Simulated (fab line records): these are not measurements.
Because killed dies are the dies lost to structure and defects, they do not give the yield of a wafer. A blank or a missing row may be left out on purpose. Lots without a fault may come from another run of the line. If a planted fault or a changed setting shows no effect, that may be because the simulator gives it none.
Which tool did it? || flow sky130 || 24 lots, 72 wafers sampled, at 5 steps of a route of 708

== WHAT THE GAUGES READ, wafer by wafer ==
SKY_VT_ADJUST_HVTR_CD_MEAS_07: target cd 380 nm.
{"lot": "L074", "measured": "day 9 07:45", "on": "cd_sem-02", "cd_nm (nm)": "379.8 379.9 380.8"}
{"lot": "L075", "measured": "day 9 17:37", "on": "cd_sem-01", "cd_nm (nm)": "380.1 377.2 379.7"}
{"lot": "L076", "measured": "day 10 01:42", "on": "cd_sem-02", "cd_nm (nm)": "381.0 378.5 378.3"}
{"lot": "L077", "measured": "day 10 09:03", "on": "cd_sem-01", "cd_nm (nm)": "380.2 380.9 382.1"}
{"lot": "L078", "measured": "day 10 16:14", "on": "cd_sem-02", "cd_nm (nm)": "381.5 380.3 381.9"}
{"lot": "L079", "measured": "day 11 02:29", "on": "cd_sem-01", "cd_nm (nm)": "378.8 379.3 382.6"}
{"lot": "L080", "measured": "day 11 04:17", "on": "cd_sem-02", "cd_nm (nm)": "377.5 378.7 377.9"}
{"lot": "L081", "measured": "day 11 11:51", "on": "cd_sem-01", "cd_nm (nm)": "381.2 381.9 383.6"}
{"lot": "L082", "measured": "day 11 20:18", "on": "cd_sem-01", "cd_nm (nm)": "379.9 381.2 381.0"}
{"lot": "L083", "measured": "day 12 05:52", "on": "cd_sem-01", "cd_nm (nm)": "378.3 376.6 378.6"}
{"lot": "L084", "measured": "day 12 10:25", "on": "cd_sem-01", "cd_nm (nm)": "377.8 376.1 375.6"}
{"lot": "L085", "measured": "day 12 15:20", "on": "cd_sem-02", "cd_nm (nm)": "383.5 383.3 380.2"}
{"lot": "L086", "measured": "day 12 23:25", "on": "cd_sem-02", "cd_nm (nm)": "382.8 383.2 384.1"}
{"lot": "L087", "measured": "day 13 06:54", "on": "cd_sem-02", "cd_nm (nm)": "379.9 378.3 380.2"}
{"lot": "L088", "measured": "day 13 12:25", "on": "cd_sem-01", "cd_nm (nm)": "374.9 375.3 373.2"}
{"lot": "L089", "measured": "day 13 22:19", "on": "cd_sem-01", "cd_nm (nm)": "377.2 378.1 376.4"}
{"lot": "L090", "measured": "day 14 10:21", "on": "cd_sem-02", "cd_nm (nm)": "378.6 379.6 381.0"}
{"lot": "L091", "measured": "day 14 23:45", "on": "cd_sem-01", "cd_nm (nm)": "380.8 378.9 379.5"}
{"lot": "L092", "measured": "day 15 00:38", "on": "cd_sem-02", "cd_nm (nm)": "379.6 379.0 379.4"}
{"lot": "L093", "measured": "day 15 01:57", "on": "cd_sem-01", "cd_nm (nm)": "375.6 378.4 378.3"}
{"lot": "L094", "measured": "day 15 11:07", "on": "cd_sem-02", "cd_nm (nm)": "379.7 378.5 379.3"}
{"lot": "L095", "measured": "day 15 18:53", "on": "cd_sem-02", "cd_nm (nm)": "383.3 382.7 383.2"}
{"lot": "L096", "measured": "day 16 04:02", "on": "cd_sem-01", "cd_nm (nm)": "380.5 379.7 380.3"}
{"lot": "L097", "measured": "day 16 10:31", "on": "cd_sem-02", "cd_nm (nm)": "381.2 383.6 382.1"}

SKY_GATE_OXIDE_THK_MEAS_02.
{"lot": "L074", "measured": "day 12 19:13", "on": "film_metro-04", "GATE_OXIDE_OXIDATION_00_THK (nm)": "10.26 10.22 10.42"}
{"lot": "L075", "measured": "day 13 06:25", "on": "film_metro-01", "GATE_OXIDE_OXIDATION_00_THK (nm)": "10.43 10.38 10.20"}
{"lot": "L076", "measured": "day 13 06:26", "on": "film_metro-02", "GATE_OXIDE_OXIDATION_00_THK (nm)": "10.29 10.21 10.25"}
{"lot": "L077", "measured": "day 13 21:42", "on": "film_metro-01", "GATE_OXIDE_OXIDATION_00_THK (nm)": "10.36 10.16 10.17"}
{"lot": "L078", "measured": "day 14 09:41", "on": "film_metro-01", "GATE_OXIDE_OXIDATION_00_THK (nm)": "10.26 10.51 10.43"}
{"lot": "L079", "measured": "day 14 19:33", "on": "film_metro-01", "GATE_OXIDE_OXIDATION_00_THK (nm)": "10.24 10.26 10.17"}
{"lot": "L080", "measured": "day 14 19:34", "on": "film_metro-04", "GATE_OXIDE_OXIDATION_00_THK (nm)": "10.45 10.33 10.54"}
{"lot": "L081", "measured": "day 15 00:22", "on": "film_metro-02", "GATE_OXIDE_OXIDATION_00_THK (nm)": "10.15 10.30 10.37"}
{"lot": "L082", "measured": "day 15 15:07", "on": "film_metro-02", "GATE_OXIDE_OXIDATION_00_THK (nm)": "10.24 10.28 10.31"}
{"lot": "L083", "measured": "day 15 18:03", "on": "film_metro-02", "GATE_OXIDE_OXIDATION_00_THK (nm)": "10.24 10.06 10.32"}
{"lot": "L084", "measured": "day 15 23:33", "on": "film_metro-01", "GATE_OXIDE_OXIDATION_00_THK (nm)": "10.24 10.12 10.18"}
{"lot": "L085", "measured": "day 15 23:34", "on": "film_metro-04", "GATE_OXIDE_OXIDATION_00_THK (nm)": "10.05 10.14 10.04"}
{"lot": "L086", "measured": "day 16 12:26", "on": "film_metro-02", "GATE_OXIDE_OXIDATION_00_THK (nm)": "10.44 10.15 10.23"}
{"lot": "L087", "measured": "day 16 23:40", "on": "film_metro-01", "GATE_OXIDE_OXIDATION_00_THK (nm)": "10.48 10.44 10.27"}
{"lot": "L088", "measured": "day 17 05:55", "on": "film_metro-02", "GATE_OXIDE_OXIDATION_00_THK (nm)": "10.28 10.42 10.41"}
{"lot": "L089", "measured": "day 17 18:28", "on": "film_metro-02", "GATE_OXIDE_OXIDATION_00_THK (nm)": "10.15 10.40 10.21"}
{"lot": "L090", "measured": "day 18 06:58", "on": "film_metro-02", "GATE_OXIDE_OXIDATION_00_THK (nm)": "10.48 10.55 10.59"}
{"lot": "L091", "measured": "day 18 23:37", "on": "film_metro-01", "GATE_OXIDE_OXIDATION_00_THK (nm)": "10.22 10.43 10.51"}
{"lot": "L092", "measured": "day 19 03:58", "on": "film_metro-01", "GATE_OXIDE_OXIDATION_00_THK (nm)": "10.20 10.12 10.20"}
{"lot": "L093", "measured": "day 19 03:58", "on": "film_metro-02", "GATE_OXIDE_OXIDATION_00_THK (nm)": "10.40 10.60 10.38"}
{"lot": "L094", "measured": "day 19 13:08", "on": "film_metro-01", "GATE_OXIDE_OXIDATION_00_THK (nm)": "10.28 10.18 10.14"}
{"lot": "L095", "measured": "day 19 22:28", "on": "film_metro-01", "GATE_OXIDE_OXIDATION_00_THK (nm)": "10.10 10.09 9.96"}
{"lot": "L096", "measured": "day 20 10:14", "on": "film_metro-02", "GATE_OXIDE_OXIDATION_00_THK (nm)": "10.27 10.22 10.23"}
{"lot": "L097", "measured": "day 20 13:54", "on": "film_metro-04", "GATE_OXIDE_OXIDATION_00_THK (nm)": "10.13 10.05 10.09"}

SKY_POLY_CUT_CD_MEAS_08: target cd 270 nm.
{"lot": "L074", "measured": "day 24 12:51", "on": "cd_sem-01", "cd_nm (nm)": "269.7 271.1 270.5"}
{"lot": "L075", "measured": "day 24 16:40", "on": "cd_sem-02", "cd_nm (nm)": "268.4 270.2 267.3"}
{"lot": "L076", "measured": "day 24 17:54", "on": "cd_sem-02", "cd_nm (nm)": "270.1 270.9 271.1"}
{"lot": "L077", "measured": "day 25 13:55", "on": "cd_sem-01", "cd_nm (nm)": "272.7 271.2 271.1"}
{"lot": "L078", "measured": "day 25 21:40", "on": "cd_sem-02", "cd_nm (nm)": "267.8 269.4 268.7"}
{"lot": "L079", "measured": "day 26 08:45", "on": "cd_sem-02", "cd_nm (nm)": "269.3 269.8 270.9"}
{"lot": "L080", "measured": "day 26 12:22", "on": "cd_sem-01", "cd_nm (nm)": "269.8 269.8 269.7"}
{"lot": "L081", "measured": "day 26 13:47", "on": "cd_sem-01", "cd_nm (nm)": "268.9 270.1 269.7"}
{"lot": "L082", "measured": "day 27 03:54", "on": "cd_sem-02", "cd_nm (nm)": "267.6 266.9 267.6"}
{"lot": "L083", "measured": "day 27 13:35", "on": "cd_sem-02", "cd_nm (nm)": "269.6 270.5 271.1"}
{"lot": "L084", "measured": "day 27 20:42", "on": "cd_sem-02", "cd_nm (nm)": "269.1 269.8 269.3"}
{"lot": "L085", "measured": "day 27 20:21", "on": "cd_sem-02", "cd_nm (nm)": "268.5 268.9 268.7"}
{"lot": "L086", "measured": "day 28 05:50", "on": "cd_sem-02", "cd_nm (nm)": "269.6 269.0 269.4"}
{"lot": "L087", "measured": "day 28 16:57", "on": "cd_sem-01", "cd_nm (nm)": "268.0 269.2 268.1"}
{"lot": "L088", "measured": "day 28 18:43", "on": "cd_sem-01", "cd_nm (nm)": "268.0 268.8 268.9"}
{"lot": "L089", "measured": "day 29 07:57", "on": "cd_sem-01", "cd_nm (nm)": "268.7 269.1 269.0"}
{"lot": "L090", "measured": "day 30 00:18", "on": "cd_sem-02", "cd_nm (nm)": "271.5 269.6 270.2"}
{"lot": "L091", "measured": "day 30 15:19", "on": "cd_sem-02", "cd_nm (nm)": "271.1 269.9 270.2"}
{"lot": "L092", "measured": "day 30 17:20", "on": "cd_sem-01", "cd_nm (nm)": "268.2 267.7 266.7"}
{"lot": "L093", "measured": "day 30 16:59", "on": "cd_sem-01", "cd_nm (nm)": "268.6 267.3 266.8"}
{"lot": "L094", "measured": "day 30 22:31", "on": "cd_sem-02", "cd_nm (nm)": "268.4 268.1 268.9"}
{"lot": "L095", "measured": "day 31 11:02", "on": "cd_sem-02", "cd_nm (nm)": "267.8 265.5 268.2"}
{"lot": "L096", "measured": "day 31 16:25", "on": "cd_sem-02", "cd_nm (nm)": "268.4 268.9 268.3"}
{"lot": "L097", "measured": "day 32 00:17", "on": "cd_sem-01", "cd_nm (nm)": "271.6 271.9 272.4"}

SKY_CAPM_THK_MEAS_01.
{"lot": "L074", "measured": "day 36 13:19", "on": "film_metro-02", "CAPM_CVD_00_THK (nm)": "15.57 16.10 15.81"}
{"lot": "L075", "measured": "day 36 17:52", "on": "film_metro-04", "CAPM_CVD_00_THK (nm)": "15.06 15.27 15.47"}
{"lot": "L076", "measured": "day 36 18:58", "on": "film_metro-01", "CAPM_CVD_00_THK (nm)": "15.49 15.67 15.74"}
{"lot": "L077", "measured": "day 37 13:05", "on": "film_metro-01", "CAPM_CVD_00_THK (nm)": "14.92 15.24 15.47"}
{"lot": "L078", "measured": "day 37 18:33", "on": "film_metro-01", "CAPM_CVD_00_THK (nm)": "15.46 15.70 15.47"}
{"lot": "L079", "measured": "day 38 04:45", "on": "film_metro-04", "CAPM_CVD_00_THK (nm)": "15.10 15.04 15.03"}
{"lot": "L080", "measured": "day 38 06:24", "on": "film_metro-04", "CAPM_CVD_00_THK (nm)": "15.21 15.72 15.36"}
{"lot": "L081", "measured": "day 38 11:38", "on": "film_metro-02", "CAPM_CVD_00_THK (nm)": "15.13 15.20 15.23"}
{"lot": "L082", "measured": "day 38 21:39", "on": "film_metro-01", "CAPM_CVD_00_THK (nm)": "15.72 15.93 16.09"}
{"lot": "L083", "measured": "day 39 05:34", "on": "film_metro-01", "CAPM_CVD_00_THK (nm)": "15.14 15.13 15.28"}
{"lot": "L084", "measured": "day 39 13:18", "on": "film_metro-04", "CAPM_CVD_00_THK (nm)": "15.68 15.74 15.70"}
{"lot": "L085", "measured": "day 39 11:17", "on": "film_metro-04", "CAPM_CVD_00_THK (nm)": "15.19 15.47 15.23"}
{"lot": "L086", "measured": "day 39 20:23", "on": "film_metro-01", "CAPM_CVD_00_THK (nm)": "15.55 15.61 15.67"}
{"lot": "L087", "measured": "day 40 07:20", "on": "film_metro-02", "CAPM_CVD_00_THK (nm)": "15.48 15.39 15.56"}
{"lot": "L088", "measured": "day 40 08:00", "on": "film_metro-04", "CAPM_CVD_00_THK (nm)": "15.30 15.30 15.39"}
{"lot": "L089", "measured": "day 40 18:32", "on": "film_metro-01", "CAPM_CVD_00_THK (nm)": "15.63 16.00 16.10"}
{"lot": "L090", "measured": "day 41 08:57", "on": "film_metro-04", "CAPM_CVD_00_THK (nm)": "15.19 15.28 15.55"}
{"lot": "L091", "measured": "day 41 21:54", "on": "film_metro-01", "CAPM_CVD_00_THK (nm)": "15.32 15.21 15.50"}
{"lot": "L092", "measured": "day 42 00:17", "on": "film_metro-04", "CAPM_CVD_00_THK (nm)": "15.01 15.12 15.38"}
{"lot": "L093", "measured": "day 42 00:10", "on": "film_metro-02", "CAPM_CVD_00_THK (nm)": "15.31 15.59 15.64"}
{"lot": "L094", "measured": "day 42 03:22", "on": "film_metro-02", "CAPM_CVD_00_THK (nm)": "15.61 15.59 15.66"}
{"lot": "L095", "measured": "day 42 13:41", "on": "film_metro-02", "CAPM_CVD_00_THK (nm)": "15.86 15.87 16.10"}
{"lot": "L096", "measured": "day 42 21:08", "on": "film_metro-04", "CAPM_CVD_00_THK (nm)": "15.36 15.05 15.58"}
{"lot": "L097", "measured": "day 43 02:08", "on": "film_metro-01", "CAPM_CVD_00_THK (nm)": "15.76 15.83 16.03"}

== TOOL THAT RAN EACH LOT (tool first, then ch and the chambers of the sampled wafers, then the start) ==
{"lot": "L074", "SKY_METAL2_SPUTTER_02": "pvd_sputter-04, day 34 05:44"}
{"lot": "L075", "SKY_METAL2_SPUTTER_02": "pvd_sputter-04, day 34 12:18"}
{"lot": "L076", "SKY_METAL2_SPUTTER_02": "pvd_sputter-03, day 34 12:20"}
{"lot": "L077", "SKY_METAL2_SPUTTER_02": "pvd_sputter-04, day 35 05:58"}
{"lot": "L078", "SKY_METAL2_SPUTTER_02": "pvd_sputter-02, day 35 10:46"}
{"lot": "L079", "SKY_METAL2_SPUTTER_02": "pvd_sputter-03, day 35 21:10"}
{"lot": "L080", "SKY_METAL2_SPUTTER_02": "pvd_sputter-02, day 36 00:07"}
{"lot": "L081", "SKY_METAL2_SPUTTER_02": "pvd_sputter-04, day 36 04:10"}
{"lot": "L082", "SKY_METAL2_SPUTTER_02": "pvd_sputter-03, day 36 15:37"}
{"lot": "L083", "SKY_METAL2_SPUTTER_02": "pvd_sputter-04, day 36 22:30"}
{"lot": "L084", "SKY_METAL2_SPUTTER_02": "pvd_sputter-03, day 37 07:32"}
{"lot": "L085", "SKY_METAL2_SPUTTER_02": "pvd_sputter-02, day 37 05:52"}
{"lot": "L086", "SKY_METAL2_SPUTTER_02": "pvd_sputter-04, day 37 14:56"}
{"lot": "L087", "SKY_METAL2_SPUTTER_02": "pvd_sputter-04, day 37 23:01"}
{"lot": "L088", "SKY_METAL2_SPUTTER_02": "pvd_sputter-03, day 38 03:03"}
{"lot": "L089", "SKY_METAL2_SPUTTER_02": "pvd_sputter-03, day 38 13:48"}
{"lot": "L090", "SKY_METAL2_SPUTTER_02": "pvd_sputter-03, day 39 04:49"}
{"lot": "L091", "SKY_METAL2_SPUTTER_02": "pvd_sputter-04, day 39 18:59"}
{"lot": "L092", "SKY_METAL2_SPUTTER_02": "pvd_sputter-04, day 39 21:12"}
{"lot": "L093", "SKY_METAL2_SPUTTER_02": "pvd_sputter-03, day 39 20:31"}
{"lot": "L094", "SKY_METAL2_SPUTTER_02": "pvd_sputter-04, day 39 23:51"}
{"lot": "L095", "SKY_METAL2_SPUTTER_02": "pvd_sputter-02, day 40 11:16"}
{"lot": "L096", "SKY_METAL2_SPUTTER_02": "pvd_sputter-02, day 40 18:14"}
{"lot": "L097", "SKY_METAL2_SPUTTER_02": "pvd_sputter-03, day 41 00:01"}
- SKY_METAL2_SPUTTER_02: material AlCu, target thk 250 nm, time 13.3 s.

== AS READ BY THE TOOLS THEMSELVES (means over the sampled wafers that have a number; for cases with no such wafer, the mark the record gives instead) ==
SKY_METAL2_SPUTTER_02.
{"lot": "L074", "tool": "pvd_sputter-04", "throttle_valve_pct (%)": 30.8}
{"lot": "L075", "tool": "pvd_sputter-04", "throttle_valve_pct (%)": 30.8}
{"lot": "L076", "tool": "pvd_sputter-03", "throttle_valve_pct (%)": 31.1}
{"lot": "L077", "tool": "pvd_sputter-04", "throttle_valve_pct (%)": 30.6}
{"lot": "L078", "tool": "pvd_sputter-02", "throttle_valve_pct (%)": 29.5}
{"lot": "L079", "tool": "pvd_sputter-03", "throttle_valve_pct (%)": 30.5}
{"lot": "L080", "tool": "pvd_sputter-02", "throttle_valve_pct (%)": 29.9}
{"lot": "L081", "tool": "pvd_sputter-04", "throttle_valve_pct (%)": 30.1}
{"lot": "L082", "tool": "pvd_sputter-03", "throttle_valve_pct (%)": 31.2}
{"lot": "L083", "tool": "pvd_sputter-04", "throttle_valve_pct (%)": 30.1}
{"lot": "L084", "tool": "pvd_sputter-03", "throttle_valve_pct (%)": 30.4}
{"lot": "L085", "tool": "pvd_sputter-02", "throttle_valve_pct (%)": 30.5}
{"lot": "L086", "tool": "pvd_sputter-04", "throttle_valve_pct (%)": 31.1}
{"lot": "L087", "tool": "pvd_sputter-04", "throttle_valve_pct (%)": 30.0}
{"lot": "L088", "tool": "pvd_sputter-03", "throttle_valve_pct (%)": 30.4}
{"lot": "L089", "tool": "pvd_sputter-03", "throttle_valve_pct (%)": 29.9}
{"lot": "L090", "tool": "pvd_sputter-03", "throttle_valve_pct (%)": 30.1}
{"lot": "L091", "tool": "pvd_sputter-04", "throttle_valve_pct (%)": 30.7}
{"lot": "L092", "tool": "pvd_sputter-04", "throttle_valve_pct (%)": 30.1}
{"lot": "L093", "tool": "pvd_sputter-03", "throttle_valve_pct (%)": 31.1}
{"lot": "L094", "tool": "pvd_sputter-04", "throttle_valve_pct (%)": 30.2}
{"lot": "L095", "tool": "pvd_sputter-02", "throttle_valve_pct (%)": 30.2}
{"lot": "L096", "tool": "pvd_sputter-02", "throttle_valve_pct (%)": 29.8}
{"lot": "L097", "tool": "pvd_sputter-03", "throttle_valve_pct (%)": 29.8}

== THE ANSWER, worked out from the rows above alone ==
Rule: what is usual is taken from the lots themselves. The widest of any qualifying gaps counts: lots, ordered by their means at a reading, are off when they make up no more than a third of the lots, leave a main group of 4 or more, and stand apart from it by 3 or more times the standard deviation of that group's means. A main group whose means are all the same, to the digits that the tables above print for the reading, isn't used. A lot without any number at a reading at which 4 lots or more have one is off too. Any other lot the step has rows for is counted as sound. The gauges are gone through in route order, then the tools' own readings, and for those a lot's mean is taken as printed above. At the first step where some lot is off, the reading lying furthest off is the one used; lots without a number count as furthest.
No lot is off at any reading shown: from this, nothing can be told.

== WHAT THE SIMULATOR HAD PUT IN ==
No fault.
